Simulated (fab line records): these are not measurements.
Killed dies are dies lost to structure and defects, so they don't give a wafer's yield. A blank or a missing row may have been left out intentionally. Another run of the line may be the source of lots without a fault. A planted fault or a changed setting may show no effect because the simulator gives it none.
fab line records	flow sky130
record: lots: 6	wafers: 17	last-day: 49
route steps=708 shown DNWELL@37 PWDE@45 NWELL@56 PAD_OPEN@708
lots with no fault: from the same line, run without faults
start-h: start of the lot's first displayed wafer, in hours after the record's first day	wait-h: hours from the lot's prior step to this one	" identical to the entry in the row above	L1.1+2: a single row standing in for several wafers	- no value, or no start given	* or withheld: withheld	< > ~ a bound
route shown NAME@n: names a module that has steps shown in the file, with the first one's number in the route	usual: the fault-free wafers' mean and standard deviation	same: alike in all rows	chamber/n: place in a boat	sites: readings site by site	_std_site: their standard deviation	_edge_site: mean of outer sites minus mean of inner sites	radius-mm: for every site, how far away it sits from the centre of the wafer	mask NAME#n: copy n	behind: the tool/chamber that last shaped the wafer	hold: why the lot went on hold/how many hours it stayed there/how the hold came to an end	device: transistor that didn't switch, given as n, p or np	end of line: tests of these same wafers at the route's end	for a step that has no rows: nothing shown but its recipe	killed: dies that structure and defects cost at the first sort, which is not the same as the wafer's yield	map: a wafer's dies, x killed, . not, _ none there
set.NAME: setting as actually run; set.NAME@STEP: the setting as run at that earlier step	model.NAME: the simulator's own value behind a step, which no gauge read
a table for each step, a row for each wafer; lots at some steps of the route
services: the hour from which a tool's chamber was out of use, counted from the record's first day as start-h (under 0 if before that day), plus the number of hours and why
== steps ==
step: SKY_DNWELL_COAT_02
recipe: spin-rpm: 2000	resist-thk-nm: 3000
step: SKY_DNWELL_SOFTBAKE_03
recipe: temp-c: 110	time-s: withheld
step: SKY_DNWELL_EXPOSE_04
recipe: mask-id: DNM	na: 0.57	target-cd-nm: 3000	dose-mj: 222
step: SKY_DNWELL_PEB_05
recipe: temp-c: 115	time-s: withheld
step: SKY_DNWELL_DEVELOP_06
recipe: wall-angle-deg: 90	developer: TMAH	develop-time-s: 60	dev-temp-c: 23
step: SKY_DNWELL_IMPLANT_07
recipe: species: P	energy-kev: withheld	dose-cm2: withheld	tilt-deg: withheld
step: SKY_DNWELL_STRIP_08
recipe: chemistry: O2/N2	power-w: 1400	pressure-mtorr: 1500	platen-temp-c: withheld	o2-flow-sccm: 3000	n2-flow-sccm: 300	overash-fraction: 0.5
usual: chamber-pressure-mTorr: 1499.9/1.4	drypump-motor-current-A: 5.7/0.44	oes-product-au: 0.723/0.0045	strip-time-to-endpoint-s: 36.90/0.1
lot.wafer	tool	chamber	start-h	wait-h	chamber-pressure-mTorr	drypump-motor-current-A	oes-product-au	rf-hours-counter-h	strip-time-to-endpoint-s
L714.2	plasma-asher-01	0	63.89	0.1	1499.9	5.2	0.730	24	36.93
L714.3	"	0	"	"	1500.7	5.3	0.727	-	36.93
L714.5	"	1	"	"	1498.0	5.7	0.725	-	36.95
L715.1	plasma-asher-01	1	71.32	0.1	1500.5	5.7	0.725	25	37.02
L715.2	"	0	"	"	1497.3	5.3	0.732	25	36.99
L715.4	"	0	"	"	1497.8	5.3	0.719	-	36.99
L716.2	plasma-asher-02	0	76.04	0.1	1499.5	6.6	0.718	39	37.09
L716.5	"	0	"	"	1500.2	6.6	0.727	-	37.07
L716.6	"	1	"	"	1501.4	5.5	0.730	-	37.14
L718.1	plasma-asher-04	0	82.24	0.1	1500.1	5.8	0.719	42	36.95
L718.5	"	0	"	"	1497.2	5.8	0.721	-	36.92
L718.6	"	1	"	"	1499.7	5.9	0.711	-	37.07
L720.1	plasma-asher-04	0	96.96	0.1	1497.0	5.8	0.724	43	36.96
L720.3	"	1	"	"	1500.8	5.8	0.718	-	37.00
L731.2	plasma-asher-01	1	155.34	0.1	1499.6	5.7	0.723	35	36.87
L731.3	"	0	"	"	1499.2	5.3	0.719	-	36.80
L731.5	"	1	"	"	1500.4	5.7	0.716	-	36.82
step: SKY_DNWELL_TW_MEAS_09
usual: DNWELL_TW: 1112/10
lot.wafer	tool	chamber	start-h	wait-h	DNWELL_TW
L714.2	film-metro-02	-	64.00	0.1	1119
L714.3	"	-	"	"	1122
L714.5	"	-	"	"	1116
L715.1	film-metro-04	-	71.42	0.1	1115
L715.2	"	-	"	"	1115
L715.4	"	-	"	"	1119
L716.2	film-metro-02	-	76.15	0.1	1127
L716.5	"	-	"	"	1123
L716.6	"	-	"	"	1122
L718.1	film-metro-02	-	82.34	0.1	1117
L718.5	"	-	"	"	1121
L718.6	"	-	"	"	1117
L720.1	film-metro-03	-	97.06	0.1	1095
L720.3	"	-	"	"	1089
L731.2	film-metro-04	-	155.45	0.1	1119
L731.3	"	-	"	"	1129
L731.5	"	-	"	"	1125
step: SKY_PWDE_DEHYDRATE_00
recipe: temp-c: 200	time-s: 60
step: SKY_PWDE_HMDS_01
recipe: prime-time-s: 60	prime-temp-c: 120
step: SKY_PWDE_COAT_02
recipe: spin-rpm: 2000	resist-thk-nm: 3000
step: SKY_PWDE_SOFTBAKE_03
recipe: temp-c: 110	time-s: withheld
step: SKY_PWDE_EXPOSE_04
recipe: mask-id: PWDEM	na: 0.6	source-shape: conventional	sigma-outer: 0.6	polarization: unpolarized	target-cd-nm: 840	dose-mj: 214
lot.wafer	tool	chamber	start-h	wait-h	mask
L714.2+3+5	iline-stepper-01	0	72.31	-	PWDEM#0
L715.1+2+4	iline-stepper-01	0	80.24	-	PWDEM#0
L716.2+5+6	iline-stepper-02	0	84.46	-	PWDEM#0
L718.1+5+6	iline-stepper-01	0	90.49	-	PWDEM#0
L720.1+3	iline-stepper-01	0	105.24	-	PWDEM#0
L731.2+3+5	iline-stepper-01	0	165.08	-	PWDEM#0
step: SKY_PWDE_PEB_05
recipe: temp-c: 115	time-s: withheld
step: SKY_PWDE_DEVELOP_06
recipe: wall-angle-deg: 90	developer: TMAH	develop-time-s: 60	dev-temp-c: 23
step: SKY_PWDE_OVL_MEAS_07
usual: PWDE_OVL: -0.8/1.6
lot.wafer	tool	chamber	start-h	wait-h	PWDE_OVL[nm]
L714.2	overlay-02	-	80.92	-	-2.3
L714.3	"	-	"	"	-3.6
L714.5	"	-	"	"	-0.6
L715.1	overlay-02	-	87.99	-	-2.6
L715.2	"	-	"	"	-3.7
L715.4	"	-	"	"	-3.5
L716.2	overlay-01	-	93.11	-	-0.2
L716.5	"	-	"	"	-0.1
L716.6	"	-	"	"	-1.4
L718.1	overlay-02	-	98.91	-	1.2
L718.5	"	-	"	"	-0.6
L718.6	"	-	"	"	0.9
L720.1	overlay-01	-	114.19	-	-0.9
L720.3	"	-	"	"	0.8
L731.2	overlay-01	-	175.62	-	-2.5
L731.3	"	-	"	"	-1.9
L731.5	"	-	"	"	-1.7
step: SKY_PWDE_IMPLANT_08
recipe: species: B	energy-kev: 150	dose-cm2: 3.6e+12	tilt-deg: withheld
step: SKY_PWDE_STRIP_09
recipe: chemistry: O2/N2	power-w: 1400	pressure-mtorr: 1500	platen-temp-c: withheld	o2-flow-sccm: 3000	n2-flow-sccm: 300	overash-fraction: 0.5
usual: chamber-pressure-mTorr: 1499.8/1.4	drypump-motor-current-A: 5.9/0.37	oes-product-au: 0.722/0.0044	strip-time-to-endpoint-s: 36.91/0.11
lot.wafer	tool	chamber	start-h	wait-h	chamber-pressure-mTorr	drypump-motor-current-A	oes-product-au	rf-hours-counter-h	strip-time-to-endpoint-s
L714.2	plasma-asher-04	0	81.10	0.1	1501.1	5.8	0.719	42	37.09
L714.3	"	0	"	"	1499.5	5.8	0.724	-	36.96
L714.5	"	1	"	"	1500.3	5.9	0.730	-	37.15
L715.1	plasma-asher-02	1	88.18	0.1	1499.4	5.5	0.724	40	36.83
L715.2	"	0	"	"	1499.2	6.6	0.725	40	36.97
L715.4	"	0	"	"	1500.9	6.6	0.719	-	37.00
L716.2	plasma-asher-02	0	93.29	0.1	1498.0	6.6	0.717	40	36.89
L716.5	"	1	"	"	1500.2	5.4	0.720	-	36.86
L716.6	"	0	"	"	1499.7	6.6	0.725	-	37.01
L718.1	plasma-asher-02	0	99.09	0.1	1500.1	6.6	0.726	41	36.71
L718.5	"	1	"	"	1500.2	5.5	0.722	-	36.80
L718.6	"	0	"	"	1502.8	6.6	0.724	-	36.84
L720.1	plasma-asher-03	0	114.42	0.2	1498.3	5.8	0.731	42	36.83
L720.3	"	1	"	"	1500.9	6.0	0.717	-	36.73
L731.2	plasma-asher-02	0	175.80	0.1	1499.3	6.6	0.716	3	36.97
L731.3	"	0	"	"	1498.4	6.6	0.719	-	36.81
L731.5	"	0	"	"	1498.6	6.6	0.718	-	36.84
step: SKY_PWDE_TW_MEAS_10
usual: PWDE_TW: 373.4/2.9
lot.wafer	tool	chamber	start-h	wait-h	PWDE_TW
L714.2	film-metro-04	-	81.21	0.1	373.0
L714.3	"	-	"	"	373.0
L714.5	"	-	"	"	371.2
L715.1	film-metro-04	-	88.28	0.1	374.4
L715.2	"	-	"	"	373.7
L715.4	"	-	"	"	375.4
L716.2	film-metro-03	-	93.40	0.1	371.8
L716.5	"	-	"	"	371.2
L716.6	"	-	"	"	371.5
L718.1	film-metro-03	-	99.19	0.1	371.4
L718.5	"	-	"	"	371.3
L718.6	"	-	"	"	371.1
L720.1	film-metro-04	-	114.52	0.1	374.9
L720.3	"	-	"	"	376.0
L731.2	film-metro-03	-	175.91	0.1	368.8
L731.3	"	-	"	"	368.7
L731.5	"	-	"	"	369.5
step: SKY_NWELL_DEHYDRATE_03
recipe: temp-c: 200	time-s: 60
step: SKY_NWELL_HMDS_04
recipe: prime-time-s: 60	prime-temp-c: 120
step: SKY_NWELL_COAT_05
recipe: spin-rpm: 2000	resist-thk-nm: 3000
step: SKY_NWELL_SOFTBAKE_06
recipe: temp-c: 110	time-s: withheld
step: SKY_NWELL_EXPOSE_07
recipe: mask-id: NWM	na: 0.6	source-shape: conventional	sigma-outer: 0.6	polarization: unpolarized	target-cd-nm: 840	dose-mj: 255
step: SKY_NWELL_PEB_08
recipe: temp-c: 115	time-s: withheld
step: SKY_NWELL_DEVELOP_09
recipe: wall-angle-deg: 90	developer: TMAH	develop-time-s: 60	dev-temp-c: 23
step: SKY_NWELL_OVL_MEAS_10
usual: NWELL_00_OVL: -0.8/1.3
lot.wafer	tool	chamber	start-h	wait-h	NWELL_00_OVL[nm]
L714.2	overlay-02	-	98.56	-	0.0
L714.3	"	-	"	"	1.7
L714.5	"	-	"	"	3.0
L715.1	overlay-01	-	105.57	-	-2.6
L715.2	"	-	"	"	-1.4
L715.4	"	-	"	"	0.5
L716.2	overlay-02	-	111.00	-	-3.8
L716.5	"	-	"	"	-1.9
L716.6	"	-	"	"	-1.1
L718.1	overlay-02	-	117.39	-	0.6
L718.5	"	-	"	"	-0.5
L718.6	"	-	"	"	0.5
L720.1	overlay-01	-	132.31	-	0.2
L720.3	"	-	"	"	-0.9
L731.2	overlay-01	-	196.19	-	-1.8
L731.3	"	-	"	"	-0.8
L731.5	"	-	"	"	-0.8
step: SKY_NWELL_IMPLANT_11
recipe: species: P	energy-kev: 400	dose-cm2: 1.9e+13	tilt-deg: withheld
step: SKY_NWELL_IMPLANT_12
recipe: species: P	energy-kev: 120	dose-cm2: 1.3e+12	tilt-deg: withheld
step: SKY_NWELL_IMPLANT_13
recipe: species: P	energy-kev: 50	dose-cm2: 7e+11	tilt-deg: withheld
step: SKY_NWELL_STRIP_14
recipe: chemistry: O2/N2	power-w: 1400	pressure-mtorr: 1500	platen-temp-c: withheld	o2-flow-sccm: 3000	n2-flow-sccm: 300	overash-fraction: 0.5
usual: chamber-pressure-mTorr: 1500.2/1.3	drypump-motor-current-A: 5.67/0.24	oes-product-au: 0.722/0.0044	strip-time-to-endpoint-s: 36.89/0.11
lot.wafer	tool	chamber	start-h	wait-h	chamber-pressure-mTorr	drypump-motor-current-A	oes-product-au	rf-hours-counter-h	strip-time-to-endpoint-s
L714.2	plasma-asher-01	0	99.04	0.1	1500.6	5.30	0.726	28	36.96
L714.3	"	0	"	"	1501.0	5.28	0.721	-	36.93
L714.5	"	1	"	"	1499.9	5.75	0.718	-	36.92
L715.1	plasma-asher-03	1	106.06	0.1	1501.8	5.96	0.727	40	36.93
L715.2	"	0	"	"	1499.8	5.84	0.722	40	36.95
L715.4	"	1	"	"	1500.5	5.95	0.722	-	37.04
L716.2	plasma-asher-01	1	111.48	0.1	1500.7	5.76	0.729	29	36.69
L716.5	"	1	"	"	1501.1	5.75	0.716	-	36.73
L716.6	"	0	"	"	1498.9	5.24	0.724	-	36.73
L718.1	plasma-asher-04	0	117.90	0.1	1501.5	5.78	0.725	45	36.99
L718.5	"	0	"	"	1498.2	5.77	0.728	-	37.00
L718.6	"	1	"	"	1499.9	5.87	0.720	-	37.02
L720.1	plasma-asher-04	0	132.79	0.1	1497.2	5.77	0.721	46	36.83
L720.3	"	0	"	"	1502.4	5.78	0.731	-	36.77
L731.2	plasma-asher-01	1	196.67	0.1	1498.3	5.75	0.720	41	37.05
L731.3	"	1	"	"	1501.5	5.75	0.720	-	37.03
L731.5	"	1	"	"	1500.3	5.75	0.724	-	37.13
step: SKY_NWELL_TW_MEAS_15
usual: NWELL_TW: 1815/16
lot.wafer	tool	chamber	start-h	wait-h	NWELL_TW
L714.2	film-metro-04	-	99.15	0.1	1817
L714.3	"	-	"	"	1817
L714.5	"	-	"	"	1827
L715.1	film-metro-03	-	106.16	0.1	1803
L715.2	"	-	"	"	1802
L715.4	"	-	"	"	1805
L716.2	film-metro-04	-	111.59	0.1	1831
L716.5	"	-	"	"	1824
L716.6	"	-	"	"	1821
L718.1	film-metro-03	-	118.00	0.1	1800
L718.5	"	-	"	"	1802
L718.6	"	-	"	"	1791
L720.1	film-metro-04	-	132.89	0.1	1834
L720.3	"	-	"	"	1839
L731.2	film-metro-03	-	196.78	0.1	1809
L731.3	"	-	"	"	1809
L731.5	"	-	"	"	1816
step: SKY_NWELL_DEHYDRATE_16
recipe: temp-c: 200	time-s: 60
step: SKY_NWELL_HMDS_17
recipe: prime-time-s: 60	prime-temp-c: 120
step: SKY_NWELL_COAT_18
recipe: spin-rpm: 2000	resist-thk-nm: 3000
step: SKY_NWELL_SOFTBAKE_19
recipe: temp-c: 110	time-s: withheld
step: SKY_NWELL_EXPOSE_20
recipe: mask-id: NWM_COMPLEMENT	na: 0.6	source-shape: conventional	sigma-outer: 0.6	polarization: unpolarized	target-cd-nm: 840	dose-mj: 260
step: SKY_NWELL_PEB_21
recipe: temp-c: 115	time-s: withheld
step: SKY_NWELL_DEVELOP_22
recipe: wall-angle-deg: 90	developer: TMAH	develop-time-s: 60	dev-temp-c: 23
step: SKY_NWELL_OVL_MEAS_23
usual: NWELL_01_OVL: -1.0/1.4
lot.wafer	tool	chamber	start-h	wait-h	NWELL_01_OVL[nm]
L714.2	overlay-02	-	117.28	-	-1.8
L714.3	"	-	"	"	-1.5
L714.5	"	-	"	"	-0.9
L715.1	overlay-02	-	124.02	-	-1.3
L715.2	"	-	"	"	-3.8
L715.4	"	-	"	"	-1.1
L716.2	overlay-02	-	128.50	-	-0.8
L716.5	"	-	"	"	-0.8
L716.6	"	-	"	"	-1.8
L718.1	overlay-02	-	136.11	-	-4.6
L718.5	"	-	"	"	-0.9
L718.6	"	-	"	"	-2.9
L720.1	overlay-02	-	152.06	-	1.3
L720.3	"	-	"	"	1.0
L731.2	overlay-01	-	218.54	-	-1.0
L731.3	"	-	"	"	-2.3
L731.5	"	-	"	"	-1.9
step: SKY_NWELL_IMPLANT_24
recipe: species: B	energy-kev: 140	dose-cm2: 9.2e+12	tilt-deg: withheld
step: SKY_NWELL_STRIP_25
recipe: chemistry: O2/N2	power-w: 1400	pressure-mtorr: 1500	platen-temp-c: withheld	o2-flow-sccm: 3000	n2-flow-sccm: 300	overash-fraction: 0.5
usual: chamber-pressure-mTorr: 1500.1/1.3	drypump-motor-current-A: 5.69/0.25	oes-product-au: 0.723/0.005	strip-time-to-endpoint-s: 36.95/0.1
lot.wafer	tool	chamber	start-h	wait-h	chamber-pressure-mTorr	drypump-motor-current-A	oes-product-au	rf-hours-counter-h	strip-time-to-endpoint-s
L714.2	plasma-asher-03	1	117.46	0.1	1499.9	5.96	0.726	43	36.90
L714.3	"	1	"	"	1499.6	5.96	0.732	-	36.94
L714.5	"	1	"	"	1501.1	5.96	0.719	-	36.86
L715.1	plasma-asher-01	1	124.21	0.1	1498.9	5.73	0.728	31	37.00
L715.2	"	0	"	"	1501.0	5.27	0.720	31	37.05
L715.4	"	0	"	"	1499.8	5.24	0.722	-	37.01
L716.2	plasma-asher-01	0	128.68	0.1	1500.0	5.24	0.717	31	37.01
L716.5	"	0	"	"	1500.5	5.25	0.731	-	37.01
L716.6	"	1	"	"	1499.9	5.75	0.719	-	36.90
L718.1	plasma-asher-04	0	136.29	0.1	1499.3	5.85	0.717	47	37.07
L718.5	"	1	"	"	1499.7	5.86	0.729	-	37.04
L718.6	"	0	"	"	1500.2	5.84	0.719	-	37.08
L720.1	plasma-asher-03	0	152.24	0.1	1500.4	5.81	0.714	47	36.94
L720.3	"	0	"	"	1498.5	5.83	0.731	-	36.92
L731.2	plasma-asher-01	1	218.72	0.1	1500.7	5.75	0.721	43	36.84
L731.3	"	1	"	"	1501.2	5.77	0.718	-	36.80
L731.5	"	0	"	"	1500.9	5.26	0.707	-	36.83
step: SKY_PAD_OPEN_PROBE_99
usual: killed_at_M0_to_M3: 45/7.3	killed_at_M4_up: 3.2/1.8	killed-at-contacts: 25/5.5	killed-at-front-end: 15/4.2	killed-at-other: 0.3/0.69	killed-dies: 89/9.4	killed-open: 49/6.6	killed-short: 40/6.4
same: gross-dies: 492	killed-at-back-side: 0
lot.wafer	tool	chamber	start-h	wait-h	killed_at_M0_to_M3	killed_at_M4_up	killed-at-contacts	killed-at-front-end	killed-at-other	killed-dies	killed-open	killed-short	model.etest.res_p_drift_20v.width-nm
L714.2	prober-02	-	1092.07	0.1	58	5	25	18	0	106	56	50	833.7
L714.3	prober-02	-	1092.12	0.2	49	5	26	14	0	94	60	34	827.1
L714.5	prober-02	-	1092.22	0.2	60	2	29	16	0	107	60	47	828.7
L715.1	prober-01	-	1094.71	0.1	38	3	12	17	0	70	38	32	828.1
L715.2	prober-01	-	1094.76	0.1	44	5	27	12	0	88	40	44	829.4
L715.4	prober-01	-	1094.86	0.2	35	1	22	14	1	73	43	30	823
L716.2	prober-02	-	1100.71	0.1	35	2	25	18	1	81	44	37	838.6
L716.5	prober-02	-	1100.86	0.2	54	3	26	15	0	98	53	43	847.4
L716.6	prober-02	-	1100.91	0.2	45	3	19	17	1	85	51	33	841
L718.1	prober-01	-	1108.28	0.1	43	4	32	12	0	91	49	42	851.2
L718.5	prober-01	-	1108.48	0.2	43	1	18	17	0	79	47	32	830.9
L718.6	prober-01	-	1108.53	0.2	39	4	26	13	0	82	43	39	832
L720.1	prober-02	-	1128.17	0.1	39	4	29	13	3	88	44	43	854.4
L720.3	prober-02	-	1128.27	0.2	31	6	23	19	0	79	44	35	843.7
L731.2	prober-01	-	1181.86	0.1	38	1	22	9	0	70	39	30	839.3
L731.3	prober-01	-	1181.91	0.2	41	3	33	17	0	94	51	42	834.5
L731.5	prober-01	-	1182.01	0.2	44	3	32	18	0	97	58	38	833.4
killed by level:class
L714.2 VIA1:geometric-particle:short=12 VIA1:geometric-particle:open=10 LI_CONTACT:geometric-particle:open=9 VIA3:geometric-particle:open=9 CONTACT:geometric-particle:short=7 VIA2:geometric-particle:open=7 METAL1:geometric-particle:short=6 FIELD_ISO:geometric-particle:short=5
L714.3 VIA3:geometric-particle:open=12 CONTACT:geometric-particle:open=12 VIA1:geometric-particle:open=11 LI_CONTACT:geometric-particle:open=7 METAL1:geometric-particle:short=7 FIELD_ISO:geometric-particle:short=6 METAL4:geometric-particle:short=5 VIA2:geometric-particle:open=5
L714.5 VIA1:geometric-particle:open=14 LI_CONTACT:geometric-particle:open=12 VIA2:geometric-particle:open=9 CONTACT:geometric-particle:open=8 METAL1:geometric-particle:short=8 VIA1:geometric-particle:short=7 VIA3:geometric-particle:open=6 FIELD_ISO:geometric-particle:short=5
L715.1 VIA2:geometric-particle:open=8 VIA3:geometric-particle:open=8 FIELD_ISO:geometric-particle:short=5 FIELD_ISO:geometric-particle:open=5 METAL2:geometric-particle:short=5 LI_CONTACT:geometric-particle:open=4 METAL1:geometric-particle:short=4 VIA1:geometric-particle:open=3
L715.2 VIA1:geometric-particle:open=9 CONTACT:geometric-particle:open=8 LI_CONTACT:geometric-particle:open=7 VIA1:geometric-particle:short=6 VIA3:geometric-particle:open=6 VIA2:geometric-particle:short=6 METAL1:geometric-particle:short=5 LOCAL_INTERCONNECT:geometric-particle:short=5
L715.4 CONTACT:geometric-particle:open=11 VIA3:geometric-particle:open=8 VIA1:geometric-particle:open=7 FIELD_ISO:geometric-particle:short=6 VIA2:geometric-particle:open=6 VIA1:geometric-particle:short=4 LI_CONTACT:geometric-particle:open=4 METAL1:geometric-particle:short=4
L716.2 CONTACT:geometric-particle:open=11 VIA1:geometric-particle:open=7 METAL2:geometric-particle:short=7 POLY_GATE:geometric-particle:short=6 CONTACT:geometric-particle:short=6 VIA1:geometric-particle:short=6 VIA2:geometric-particle:open=5 FIELD_ISO:geometric-particle:open=4
L716.5 VIA1:geometric-particle:open=17 CONTACT:geometric-particle:open=9 CONTACT:geometric-particle:short=7 METAL1:geometric-particle:short=6 VIA2:geometric-particle:short=6 VIA2:geometric-particle:open=6 LI_CONTACT:geometric-particle:open=4 METAL2:geometric-particle:open=4
L716.6 VIA2:geometric-particle:open=9 VIA1:geometric-particle:open=8 CONTACT:geometric-particle:open=8 METAL1:geometric-particle:short=6 VIA3:geometric-particle:open=5 FIELD_ISO:geometric-particle:short=4 POLY_CUT:geometric-particle:open=4 LI_CONTACT:geometric-particle:open=4
L718.1 VIA1:geometric-particle:open=13 CONTACT:geometric-particle:open=11 LI_CONTACT:geometric-particle:open=7 METAL2:geometric-particle:short=6 LOCAL_INTERCONNECT:geometric-particle:short=5 VIA3:geometric-particle:open=5 LI_CONTACT:geometric-particle:short=4 CONTACT:geometric-particle:short=4
L718.5 VIA1:geometric-particle:open=9 METAL2:geometric-particle:short=8 VIA3:geometric-particle:open=7 LI_CONTACT:geometric-particle:open=6 CONTACT:geometric-particle:open=6 POLY_GATE:geometric-particle:open=4 POLY_GATE:geometric-particle:short=4 VIA2:geometric-particle:open=4
L718.6 VIA1:geometric-particle:open=9 LI_CONTACT:geometric-particle:open=8 CONTACT:geometric-particle:open=8 METAL1:geometric-particle:short=8 VIA2:geometric-particle:open=6 CONTACT:geometric-particle:short=6 POLY_GATE:geometric-particle:short=4 METAL2:geometric-particle:short=4
L720.1 VIA1:geometric-particle:open=10 CONTACT:geometric-particle:open=9 LI_CONTACT:geometric-particle:open=8 CONTACT:geometric-particle:short=6 METAL2:geometric-particle:short=6 LOCAL_INTERCONNECT:geometric-particle:short=4 METAL1:geometric-particle:short=4 VIA2:geometric-particle:short=4
L720.3 LI_CONTACT:geometric-particle:open=13 VIA1:geometric-particle:open=8 POLY_GATE:geometric-particle:short=7 CONTACT:geometric-particle:open=7 METAL2:geometric-particle:short=6 VIA2:geometric-particle:short=6 POLY_GATE:geometric-particle:open=4 METAL4:geometric-particle:short=4
L731.2 CONTACT:geometric-particle:open=10 VIA3:geometric-particle:open=7 VIA1:geometric-particle:open=6 VIA2:geometric-particle:open=6 LI_CONTACT:geometric-particle:open=4 CONTACT:geometric-particle:short=4 METAL2:geometric-particle:short=4 VIA3:geometric-particle:short=4
L731.3 CONTACT:geometric-particle:open=16 VIA2:geometric-particle:open=9 VIA1:geometric-particle:open=8 LOCAL_INTERCONNECT:geometric-particle:short=7 FIELD_ISO:geometric-particle:open=6 CONTACT:geometric-particle:short=6 METAL1:geometric-particle:short=5 FIELD_ISO:geometric-particle:short=4
L731.5 LI_CONTACT:geometric-particle:open=12 CONTACT:geometric-particle:open=11 VIA1:geometric-particle:open=8 METAL1:geometric-particle:short=7 VIA2:geometric-particle:open=7 POLY_GATE:geometric-particle:open=5 VIA1:geometric-particle:short=5 METAL2:geometric-particle:short=5
== services ==
tool	chamber	start-h	hours	kind
iline-stepper-01	-	47.23	6.9	repair
plasma-asher-04	-	77.09	1.6	repair
iline-stepper-02	-	86.11	5.5	repair
plasma-asher-04	-	107.60	9.5	repair
plasma-asher-02	-	107.70	8.8	repair
plasma-asher-02	-	116.51	9.0	pm
plasma-asher-02	0	116.51	24.5	vent-cycle
plasma-asher-02	1	116.51	24.5	vent-cycle
plasma-asher-02	-	118.57	22.4	repair
iline-stepper-01	0	122.93	-	calibration
plasma-asher-02	0	125.51	-	clean
plasma-asher-02	1	125.51	-	clean
plasma-asher-02	-	148.01	12.0	repair
plasma-asher-04	-	155.58	28.1	pm
iline-stepper-02	-	162.93	1.1	repair
iline-stepper-02	-	163.98	1.7	pm
iline-stepper-02	0	167.47	-	calibration
plasma-asher-03	-	169.66	6.6	repair
plasma-asher-02	-	212.40	3.1	repair
plasma-asher-03	-	216.49	14.6	pm
== key ==
first-sign none at tools or gauges
model-effect: step: SKY_PAD_OPEN_PROBE_99	value: etest.res_p_drift_20v.width-nm	without: 836.6	struck: 852.8
met-at SKY_PWDE_EXPOSE_04
struck-wafers L718.1,L720.1
tester-left-out L718,L720
onset-between 80.24 90.49
fault: kind: process-parameter-drift	tool: iline-stepper-01	chamber: -	onset-h: 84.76	steps: SKY_PWDE_EXPOSE_04	channel: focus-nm	offset: 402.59	shape: step	end-h: 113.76	scope: struck-wafers-only
tester-left-out: of these lots the tester's yield and bins aren't shown, on N5 and GAA mostly nor the transistor test; their killed dies are dies lost to structure and defects alone, not to doping, threshold or leakage, so they don't give the yield
